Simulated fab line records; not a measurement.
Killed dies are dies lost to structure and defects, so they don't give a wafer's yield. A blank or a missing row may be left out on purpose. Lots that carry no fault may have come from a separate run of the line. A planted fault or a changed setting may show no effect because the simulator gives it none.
Struck lot and sound lot, side by side || flow sky130 || 22 out of 708 route steps
Sound: the wafers L612.3, L612.4, L612.6. Wafers L617.1, L617.4, L617.5 were the ones struck. Last of all comes the cause.
Order at every step that has rows: each side's tool, ch and its chambers, its first start. Under that, the readings that differ: sound wafers || struck wafers || difference of the means || sigmas: that difference in standard deviations of wafers without a fault.
alike: words and numbers the same on both sides, and readings whose means are apart by under 2 such deviations; not compared: readings that were withheld, readings missing a value for some wafer, numbers with overlapping values and no deviation given by the record, and bounds like >300 which may hide the same value.
The two part at a step that has a row with sigmas, a row that says differs or no value, or rows on one side only. Numbers that don't overlap but have no deviation are shown without sigmas and don't part them. A reading missing from all wafers of one side parts the sides only when that side holds two or more wafers.

first, 1 step without rows for these wafers: SKY_LOCAL_INTERCONNECT_CLEAN_18 (cleans in O3/DIW).
SKY_CONTACT_CVD_00: deposits Si3N4, target thk 75 nm.
  sound on pecvd-04 ch 0,1,2, day 32 17:27; struck on pecvd-04 ch 1,2, day 34 16:16
  alike: heater power w
SKY_CONTACT_THK_MEAS_01:
  struck on film metro-03, day 34 16:18; sound on film metro-04, day 32 17:30
  alike: CONTACT_CVD_00_THK
then, 1 step without rows for these wafers: SKY_CONTACT_HDPCVD_02 (deposits SiO2, target thk 565 nm, time 94.2 s).
SKY_CONTACT_THK_MEAS_03:
  struck on film metro-01, day 34 16:26; sound on film metro-03, day 32 17:38
  alike: CONTACT_HDPCVD_THK
SKY_CONTACT_CMP_04: polishes SiO2.
  sound on cmp-02 ch 1,3, day 32 17:43; struck on cmp-01 ch 1,3, day 34 16:29
  alike: motor current A, slurry flow ml min, time to endpoint s
SKY_CONTACT_BOW_MEAS_05:
  struck on film metro-04, day 34 16:47; sound on film metro-03, day 32 18:01
  alike: CONTACT_BOW
then, 5 steps without rows for these wafers: SKY_CONTACT_DEHYDRATE_06 (time 60 s); SKY_CONTACT_HMDS_07 (prime time 60 s); SKY_CONTACT_COAT_08 (resist thk 60 nm); SKY_CONTACT_COAT_09 (resist thk 450 nm); SKY_CONTACT_SOFTBAKE_10 (time 90 s).
SKY_CONTACT_EXPOSE_11: exposes mask CTM1, target cd 170 nm.
  sound on krf scanner-02 ch 0, day 33 07:42; struck on krf scanner-02 ch 0, day 35 06:56
{"reading": "exposure dose mJ cm2", "sound": "37.93 37.93 37.94", "struck": "36.87 36.81 36.82", "difference": -1.10, "sigmas": -8}
  alike: mask
then, 2 steps without rows for these wafers: SKY_CONTACT_PEB_12; SKY_CONTACT_DEVELOP_13 (develop time 60 s).
SKY_CONTACT_CD_MEAS_14: target cd 170 nm.
  struck on cd sem-01, day 35 19:46; sound on cd sem-01, day 33 21:15
{"reading": "cd nm (nm)", "sound": "171.6 170.4 171.4", "struck": "164.6 165.3 165.9", "difference": -5.9, "sigmas": -4}
  not compared: hold
SKY_CONTACT_OVL_MEAS_15:
  struck on overlay-02, day 35 19:53; sound on overlay-01, day 33 21:20
  alike: CONTACT_OVL
SKY_CONTACT_ETCH_16: etches BARC in N2/H2, stops on SiO2, time 45.9 s, target depth 60 nm.
  sound on rie diel-01 ch 2,3, day 33 21:22; struck on rie diel-03 ch 1,2, day 35 19:55
{"reading": "model.CONTACT.cd nm (nm)", "sound": "171.3 170.3 171.9", "struck": "164.5 166 165.7", "difference": -5.8, "sigmas": ""}
  alike: bias w, chamber pressure mTorr, drypump motor current A, oes product au, throttle valve pct
  not compared: rf hours counter h
SKY_CONTACT_ETCH_17: etches SiO2 in C4F8/O2/Ar, stops on Si3N4, target depth 340 nm.
  sound on rie diel-01 ch 2,3, day 33 21:25; struck on rie diel-03 ch 1,2, day 35 19:58
  alike: bias w, chamber pressure mTorr, oes product au
SKY_CONTACT_ETCH_18: etches Si3N4 in CHF3/O2, stops on TiN, time 39 s, target depth 75 nm.
  sound: rie diel-01 ch 2,3; struck: rie diel-03 ch 1,2
{"reading": "model.CONTACT.cd nm (nm)", "sound": "171 170.2 171.4", "struck": "164.4 166.1 165.8", "difference": -5.4, "sigmas": ""}
  alike: bias w, chamber pressure mTorr, drypump motor current A, oes product au, throttle valve pct
  not compared: rf hours counter h
SKY_CONTACT_STRIP_19: strips in O2/N2.
  sound on plasma asher-01 ch 0,1, day 33 21:32; struck on plasma asher-01 ch 0, day 35 20:03
  alike: chamber pressure mTorr, drypump motor current A, oes product au, strip time to endpoint s
  not compared: rf hours counter h
-- the record jumps here: 13 days lie between the struck wafers' starts before and after (it left off in module CONTACT and takes up again in module PAD_OPEN, whose first step shown is number 708 of the route) --
SKY_PAD_OPEN_PROBE_99:
  only the struck wafers here have rows in the record (prober-01, day 48 23:41); the sound ones have none

== WHERE THEY PART ==
Earliest at SKY_CONTACT_EXPOSE_11; latest, in this record, at SKY_PAD_OPEN_PROBE_99.

WHY: the cause the simulator had injected
Process parameter drift: krf scanner-02, from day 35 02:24 on, at SKY_CONTACT_EXPOSE_11. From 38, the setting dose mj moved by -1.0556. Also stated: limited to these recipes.
